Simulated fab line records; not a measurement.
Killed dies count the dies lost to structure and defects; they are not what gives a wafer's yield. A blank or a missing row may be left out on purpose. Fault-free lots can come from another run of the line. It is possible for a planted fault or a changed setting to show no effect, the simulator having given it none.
Lot-split experiment + flow sfq_line + 23 wafers read from 5 lots, route of 325 steps

== THE SPLIT ITSELF ==
At SFQ_TRILAYER_I4_VIA_LITHO_PEB_106 (peb time 60 s), the setting peb_time_s was moved away from the recipe's 60 s on 10 of the 23 wafers read, by -8.5% to +14.4%. All remaining wafers had this setting at the recipe value.

== FROM THE SPLIT TO THE READING: what the file shows between them, 2 steps ==
- SFQ_TRILAYER_I4_VIA_LITHO_DEVELOP_105: time 60 s
- SFQ_TRILAYER_I4_VIA_BARC_OPEN_VIA_ETCH_146: etches BARC in O2, target depth 125 nm, time 41.7 s

== THE READING ==
I4.cd_nm (the simulator's own value, which no gauge read), in nm, at SFQ_TRILAYER_I4_VIA_ETCH_VIA_ETCH_106 (etches SiO2 in CHF3, stops on Nb, target depth 260 nm). There is no usual value for it anywhere in the file. The 13 wafers here that ran the recipe average 698.6 nm, standard deviation 1.8 nm.

| wafer  | tool, chamber at the split | peb_time_s as run, s | against the recipe | I4.cd_nm, nm | against lot-mates on the recipe |
|--------|----------------------------|----------------------|--------------------|--------------|---------------------------------|
| L074.2 | litho_track-04, 0          | 60                   | recipe             | 699.9        | -                               |
| L074.4 | litho_track-04, 0          | 60                   | recipe             | 699.6        | -                               |
| L074.5 | litho_track-04, 0          | 60                   | recipe             | 696.2        | -                               |
| L076.2 | litho_track-01, 0          | 68.65                | +14.4%             | 717.7        | +19.4                           |
| L076.3 | litho_track-01, 0          | 60                   | recipe             | 696.4        | -                               |
| L076.4 | litho_track-01, 0          | 60                   | recipe             | 700.3        | -                               |
| L076.5 | litho_track-01, 0          | 68.65                | +14.4%             | 720.2        | +21.9                           |
| L076.6 | litho_track-01, 0          | 68.65                | +14.4%             | 717.3        | +19.0                           |
| L078.1 | litho_track-01, 0          | 56.15                | -6.4%              | 690          | -9.9                            |
| L078.2 | litho_track-01, 0          | 60                   | recipe             | 700.2        | -                               |
| L078.3 | litho_track-01, 0          | 56.15                | -6.4%              | 691.8        | -8.1                            |
| L078.4 | litho_track-01, 0          | 60                   | recipe             | 700.2        | -                               |
| L078.5 | litho_track-01, 0          | 60                   | recipe             | 699.4        | -                               |
| L080.2 | litho_track-03, 0          | 67.42                | +12.4%             | 715.6        | +18.3                           |
| L080.3 | litho_track-03, 0          | 60                   | recipe             | 699.7        | -                               |
| L080.4 | litho_track-03, 0          | 60                   | recipe             | 696.9        | -                               |
| L080.5 | litho_track-03, 0          | 67.42                | +12.4%             | 716          | +18.7                           |
| L080.6 | litho_track-03, 0          | 60                   | recipe             | 695.3        | -                               |
| L083.1 | litho_track-01, 0          | 54.9                 | -8.5%              | 688          | -11.0                           |
| L083.3 | litho_track-01, 0          | 60                   | recipe             | 700.7        | -                               |
| L083.4 | litho_track-01, 0          | 54.9                 | -8.5%              | 685.7        | -13.3                           |
| L083.5 | litho_track-01, 0          | 60                   | recipe             | 697.4        | -                               |
| L083.6 | litho_track-01, 0          | 54.9                 | -8.5%              | 686.3        | -12.8                           |

THE FIT
A straight line over all 23 wafers: I4.cd_nm changes by +1.37 nm for each +1% of peb_time_s; r = +0.99; the points scatter about the line by 1.6 nm.
The same after taking each lot's own level away (the mean of its wafers on the recipe; 23 wafers): +1.43 nm for each +1%; r = +0.99; scatter 1.4 nm.
On that fit, the largest move of peb_time_s shifts the reading by 21 nm.
Measured against the standard deviation above, the lots' own levels, which go from 697.30 to 699.93 nm, span 1.5 times it.
Consequently the slope shifts little with the lot-to-lot level, the two slopes agreeing.
Check: with one of the wafers moved furthest among these (+14.4%) left out of the fit, the line predicts +20.9 nm for it against its lot-mates. Against them it came out at +19.4 nm.

== FURTHER SPLITS ON THESE WAFERS ==
Other splits were also applied to these wafers ahead of the reading. Each is held against what the fit with the lots' levels taken away leaves over:
| other split on the same wafers                 | wafers away from the commonest value | r with I4.cd_nm (lot level and that fit taken away) |
|------------------------------------------------|--------------------------------------|-----------------------------------------------------|
| SFQ_TRILAYER_M4_LITHO_COAT_098 spin_rpm        | 7                                    | -0.04                                               |
| SFQ_TRILAYER_M4_LITHO_PEB_096 peb_time_s       | 7                                    | +0.28                                               |
| SFQ_TRILAYER_I4_CMP_CMP_100 leave_above_ref_nm | 5                                    | -0.31                                               |

== THE WHOLE CHAIN: every reading that the file lists as answering this split, in the file's order ==
| step                                       | what it does                                          | reading                                                   | change (the file's fit)              | r (the file's) |
|--------------------------------------------|-------------------------------------------------------|-----------------------------------------------------------|--------------------------------------|----------------|
| SFQ_TRILAYER_I4_VIA_BARC_OPEN_VIA_ETCH_146 | etches BARC in O2, target depth 125 nm, time 41.7 s   | I4.cd_nm (the simulator's own value, which no gauge read) | +1.31 nm for each +1% of the setting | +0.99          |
| SFQ_TRILAYER_I4_VIA_ETCH_VIA_ETCH_106      | etches SiO2 in CHF3, stops on Nb, target depth 260 nm | I4.cd_nm (the simulator's own value, which no gauge read) | +1.44 nm for each +1% of the setting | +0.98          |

== FILE'S OWN FIT ==
I4.cd_nm changes by +1.44 nm for each +1% of peb_time_s, r = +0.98.
